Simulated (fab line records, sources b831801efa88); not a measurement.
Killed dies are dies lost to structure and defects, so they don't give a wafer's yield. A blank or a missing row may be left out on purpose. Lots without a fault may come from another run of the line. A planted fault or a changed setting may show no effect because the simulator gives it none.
One fault seen from 2 desks | flow sky130 | each desk has only its own numbers; what lay behind them comes last

THE TOOL OWNER'S DESK: wet_bench-03
The tool's own readings at SKY_SONOS_TUNNEL_CLEAN_13 (cleans in dHF, time 20 s): means of the sampled wafers that have a number, for each lot that ran on this tool. A lot is out of limits, marked OUT, if its mean lies more than 4 standard deviations from the usual mean; the brackets give that distance.
Columns: A = run_length_s at SKY_SONOS_TUNNEL_CLEAN_13, usual 49.6 s
lot  | first seen here | A
L355 | day 11 04:16    | 48.0
L365 | day 14 15:08    | 37.1 (-5.4) OUT
L376 | day 18 08:01    | 48.4
This desk's finding: out of limits on L365; first on L365, day 14 15:08 (run_length_s at SKY_SONOS_TUNNEL_CLEAN_13). In limits: L355, L376.

THE METROLOGY DESK
What the gauges read, lot by lot, whatever tool the lot ran on: means of the sampled wafers that have a number. A lot is out of limits, marked OUT, if its mean lies more than 4 standard deviations from the usual mean; the brackets give that distance. Of its 8 readings 7 are shown: those that lie furthest out on some lot.
Columns: A = cd_nm at SKY_SONOS_TUNNEL_CD_MEAS_07, usual 410.2 nm; B = SONOS_TUNNEL_OVL at SKY_SONOS_TUNNEL_OVL_MEAS_08, usual 0.1 nm; C = SONOS_TUNNEL_TW at SKY_SONOS_TUNNEL_TW_MEAS_12, usual 196.1; D = SONOS_ONO_OXIDATION_THK at SKY_SONOS_ONO_THK_MEAS_01, usual 2.59 nm; E = SONOS_ONO_CVD_02_THK at SKY_SONOS_ONO_THK_MEAS_03, usual 10.55 nm; F = SONOS_ONO_CVD_04_THK at SKY_SONOS_ONO_THK_MEAS_05, usual 5.76 nm; G = SONOS_ONO_OVL at SKY_SONOS_ONO_OVL_MEAS_14, usual 1.4 nm
lot  | first seen here | A     | B    | C     | D    | E     | F    | G
L355 | day 11 03:38    | 407.3 | 1.4  | 197.4 | 2.58 | 10.47 | 5.84 | 1.2
L357 | day 12 02:49    | 410.4 | 1.7  | 195.7 | 2.63 | 10.39 | 5.84 | 2.2
L365 | day 14 14:29    | 412.4 | -1.1 | 195.2 | 2.58 | 10.49 | 5.90 | 2.7
L375 | day 17 23:38    | 409.8 | 2.1  | 197.0 | 2.59 | 10.47 | 5.62 | 1.2
L376 | day 18 07:23    | 411.4 | 1.2  | 197.2 | 2.56 | 10.34 | 5.65 | -0.1
This desk's finding: nothing out of limits on any of the 5 lots.

PUT TOGETHER
The tool owner's desk could have raised an alarm at day 14 15:08, on L365.
The metrology desk saw nothing out of limits.
The metrology desk has L365 on record, within its limits.
Of the lots named, all ran SKY_SONOS_TUNNEL_CLEAN_13 on wet_bench-03.

WHAT THE SIMULATOR HAD PUT IN
Process parameter drift: wet_bench-03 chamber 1, from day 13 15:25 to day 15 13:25, at SKY_SONOS_TUNNEL_CLEAN_13. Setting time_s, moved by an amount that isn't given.
Lots struck among those shown: L365.
Hours from the fault's start to each desk's first reading out of limits: the tool owner's desk, 24.
